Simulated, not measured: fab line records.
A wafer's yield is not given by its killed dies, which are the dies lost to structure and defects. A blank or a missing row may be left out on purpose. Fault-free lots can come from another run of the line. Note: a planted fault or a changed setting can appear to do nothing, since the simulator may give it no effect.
Problem report in the 8D (eight disciplines) form, filled by code -- flow gf180mcu -- the parts of the form that need people (team, actions taken, sign-off) are left out

## 1. WHAT WENT WRONG
overpolishRunS at GF_V1_CMP_26 reads a mean of 12.296 s on 6 wafers of 2 lots; wafers without a fault read 15.001 s with a standard deviation of 0.0091. So: -99 or more standard deviations from the usual mean.
The step: polishes, stops on SiO2, t overpolish 15 s, target thk 0 nm.
First seen on wafer L317.2, day 20 22:29, on cmp-02. Wafers with a number at this step in the record: 42, from 14 lots. Rule for "out", or "out of limits": more than 4 standard deviations from the usual mean. All remaining wafers that have a number are taken as sound.

## 2. WHAT IT IS, WHAT IT ISN'T
question,is,is not
which readings at this step,overpolishRunS,"motorCurrentA, timeToEndpointS"
which lots,"L317, L319","L310, L312, L313, L315, L316, L318, L327, L328, L329, L331, L332, L333"
which wafers of those lots,all that have a number,-
read on which tools,cmp-02,cmp-01
when,from day 20 22:29,"up to then (15 sound wafers); but 21 sound wafers of L318, L327, L328, L329, L331, L332, L333 came after"

## 3. THE SUSPECTS, EACH WITH WHAT RULES IT OUT
Counting: a tool stays on the suspect list if, at a process step up to the reading, it processed all lots that are out and no sound lot following the first of them.
- cmp-02 at GF_V1_CMP_26 (polishes, stops on SiO2, t overpolish 15 s, target thk 0 nm): ruled out as a lasting fault. Following L317 (day 20 22:29), the first lot on it that is out, the sound lots L329, L331, L333 were run on it.
Left after counting: nothing in the record.

## 4. THE CAUSE (what the simulator had put in)
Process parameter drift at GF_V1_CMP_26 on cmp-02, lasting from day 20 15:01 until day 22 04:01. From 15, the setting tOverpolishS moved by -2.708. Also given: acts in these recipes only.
Counting ruled it out, wrongly.

## 5. THE EFFECT CHAIN, in route order
Each row: a reading whose mean over the struck wafers that have a number lies more than 3 standard deviations from the usual. Scope: only readings with a usual standard deviation given in the record; hours: median across lots of the time from each lot's start at the first step in this table that gives one to its start at this step; sigmas: change in usual standard deviations.
hours,step,reading,usual,on struck wafers,change,sigmas
0,GF_V1_CMP_26,overpolishRunS,15.001 s,12.296,-2.705,-99 or more
Process steps it contains:
- GF_V1_CMP_26: polishes, stops on SiO2, t overpolish 15 s, target thk 0 nm.

## 6. HOW IT WOULD HAVE BEEN CAUGHT EARLIER
7 hours passed between the start of the fault at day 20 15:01 and the first reading out of limits in this record, taken at day 20 22:29.
